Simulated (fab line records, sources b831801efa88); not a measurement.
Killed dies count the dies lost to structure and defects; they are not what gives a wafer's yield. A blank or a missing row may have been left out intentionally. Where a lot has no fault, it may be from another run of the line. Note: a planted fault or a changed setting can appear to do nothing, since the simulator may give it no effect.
Which of the tools did it? | flow sky130 | 24 lots with 72 wafers sampled at 3 steps, on a route of 708 steps

== WHAT EACH GAUGE READ, for each wafer ==
SKY_FIELD_ISO_THK_MEAS_02. Usual: FIELD_ISO_OXIDATION_00_THK typically reads 11.87 nm, with standard deviation 0.22.
lot  | measured    | on            | FIELD_ISO_OXIDATION_00_THK (nm) | flag
L074 | day 1 14:20 | film metro-04 | 12.17 12.00 11.95               |
L075 | day 1 17:43 | film metro-04 | 12.16 12.09 12.31               |
L076 | day 1 22:07 | film metro-04 | 12.02 12.07 12.02               |
L077 | day 2 03:17 | film metro-04 | 11.67 11.89 11.68               |
L078 | day 2 07:38 | film metro-04 | 12.09 12.39 11.96               |
L079 | day 2 13:09 | film metro-01 | 11.74 11.86 11.88               |
L080 | day 2 17:38 | film metro-04 | 11.93 12.01 11.69               |
L081 | day 2 23:47 | film metro-04 | 12.16 12.11 12.15               |
L082 | day 3 04:58 | film metro-03 | 12.17 12.04 12.16               |
L083 | day 3 08:38 | film metro-01 | 11.99 12.17 12.03               |
L084 | day 3 13:38 | film metro-03 | 11.66 11.96 11.78               |
L085 | day 3 19:13 | film metro-01 | 11.83 11.77 11.90               |
L086 | day 4 00:30 | film metro-03 | 11.48 11.43 11.36               |
L087 | day 4 04:39 | film metro-03 | 11.87 12.02 11.92               |
L088 | day 4 10:23 | film metro-03 | 11.73 11.63 11.81               |
L089 | day 4 15:55 | film metro-03 | 11.82 11.78 11.88               |
L090 | day 4 21:53 | film metro-04 | 11.70 11.64 11.57               |
L091 | day 5 01:46 | film metro-03 | 11.46 11.74 11.48               |
L092 | day 5 07:23 | film metro-03 | 11.75 11.93 11.71               |
L093 | day 5 10:38 | film metro-01 | 11.91 12.00 12.04               |
L094 | day 5 16:17 | film metro-04 | 12.10 12.06 11.95               |
L095 | day 5 21:49 | film metro-03 | 11.74 11.79 11.65               |
L096 | day 6 01:38 | film metro-03 | 11.80 11.97 11.82               |
L097 | day 6 07:20 | film metro-03 | 11.81 11.98 11.93               |

SKY_NWELL_OVL_MEAS_10. Usual: NWELL_00_OVL typically reads -1.0 nm, with standard deviation 1.3.
lot  | measured     | on         | NWELL_00_OVL (nm) | flag
L074 | day 4 18:13  | overlay-02 | -2.0 -1.3 -0.9    |
L075 | day 5 00:52  | overlay-02 | -0.4 -1.0 -2.3    |
L076 | day 5 04:31  | overlay-02 | -0.8 -2.2 -0.5    |
L077 | day 5 11:08  | overlay-02 | -2.2 -2.5 -2.2    |
L078 | day 5 18:47  | overlay-01 | 0.0 -0.2 -1.3     |
L079 | day 5 21:16  | overlay-01 | -3.6 -1.6 -1.9    |
L080 | day 6 03:38  | overlay-01 | 0.9 -0.7 -1.2     |
L081 | day 6 08:13  | overlay-01 | 0.9 -1.9 -2.1     |
L082 | day 6 16:49  | overlay-02 | -0.4 0.6 -0.9     |
L083 | day 6 23:14  | overlay-02 | -0.2 -2.5 -1.4    |
L084 | day 7 02:53  | overlay-01 | 0.1 0.0 0.8       |
L085 | day 7 10:34  | overlay-01 | -0.8 1.2 0.5      |
L086 | day 7 16:23  | overlay-01 | -1.7 -2.7 -3.3    |
L087 | day 7 18:26  | overlay-01 | 1.5 -1.7 -0.3     |
L088 | day 8 04:47  | overlay-02 | -1.3 -2.9 -2.4    |
L089 | day 8 09:58  | overlay-02 | -1.3 0.5 0.8      |
L090 | day 8 17:01  | overlay-02 | 0.0 -0.8 -0.5     |
L091 | day 8 22:34  | overlay-01 | -0.6 -2.5 -1.4    |
L092 | day 9 03:55  | overlay-02 | -1.0 -1.5 -3.1    |
L093 | day 9 05:56  | overlay-02 | -2.5 -1.4 -0.3    |
L094 | day 9 14:01  | overlay-02 | -0.4 -1.0 -2.4    |
L095 | day 9 18:32  | overlay-01 | 1.2 1.5 -0.2      |
L096 | day 10 00:58 | overlay-01 | 2.2 -1.2 -0.2     |
L097 | day 10 05:13 | overlay-02 | -1.2 -1.8 -0.2    |

SKY_VT_ADJUST_LVTN_OVL_MEAS_18. Usual: VT_ADJUST_LVTN_01_OVL typically reads -1.0 nm, with standard deviation 1.4.
lot  | measured     | on         | VT_ADJUST_LVTN_01_OVL (nm) | flag
L074 | day 8 01:41  | overlay-02 | -3.3 -2.8 -2.7             |
L075 | day 8 10:28  | overlay-01 | -0.5 -3.1 -0.6             |
L076 | day 8 15:10  | overlay-02 | -2.6 -2.9 -1.6             |
L077 | day 8 21:56  | overlay-02 | 1.2 1.0 -0.7               |
L078 | day 9 07:02  | overlay-02 | -1.7 1.1 -1.2              |
L079 | day 9 10:00  | overlay-02 | -0.6 -2.8 -1.0             |
L080 | day 9 16:37  | overlay-01 | -0.5 0.1 -0.2              |
L081 | day 9 23:05  | overlay-02 | -2.3 -1.2 -3.0             |
L082 | day 10 08:55 | overlay-02 | -0.5 0.3 0.5               |
L083 | day 10 17:10 | overlay-02 | 0.0 1.3 1.5                |
L084 | day 10 20:58 | overlay-01 | -0.9 -1.6 -0.6             |
L085 | day 11 05:02 | overlay-02 | -1.0 -3.5 -1.3             |
L086 | day 11 11:50 | overlay-01 | 0.4 0.1 0.4                |
L087 | day 11 15:17 | overlay-01 | -2.1 0.5 0.7               |
L088 | day 12 01:47 | overlay-01 | 0.3 -0.9 0.1               |
L089 | day 12 16:32 | overlay-02 | 0.7 1.7 0.3                |
L090 | day 12 19:17 | overlay-02 | -2.0 -2.6 -3.9             |
L091 | day 12 21:04 | overlay-01 | -2.2 -1.1 -0.4             |
L092 | day 12 23:29 | overlay-02 | -1.8 -1.9 -1.9             |
L093 | day 13 00:25 | overlay-01 | -2.3 -1.7 -1.3             |
L094 | day 13 22:55 | overlay-01 | -0.1 -0.8 -0.7             |
L095 | day 14 00:11 | overlay-01 | -1.3 0.6 0.0               |
L096 | day 14 01:31 | overlay-02 | -0.1 0.9 0.2               |
L097 | day 14 18:05 | overlay-01 | -2.5 -3.6 -3.5             |

== WHICH TOOL RAN EACH LOT (tool, then ch and the chambers of the sampled wafers, then the start) ==
There is no process step in the record ahead of these readings.

== WHAT THE TOOLS THEMSELVES READ (means of the sampled wafers that have a number; where no wafer has one, the mark that the record gives instead) ==
The record holds no such reading with a usual standard deviation.

== THE ANSWER, worked out from the rows above alone ==
Rule: lot off if the mean of its wafers having a number is beyond 3 standard deviations from the usual mean. A lot without any number at a reading at which 4 lots or more have one is off too. The other lots that the step has rows for count as sound. The gauges are gone through in route order, then the tools' own readings, and for those a lot's mean is taken as printed above. At the first step where some lot is off, the reading lying furthest off is the one used; lots without a number count as furthest.
Across all readings shown, no lot is off: no conclusion can be drawn from this.

== WHAT THE SIMULATOR HAD INSERTED ==
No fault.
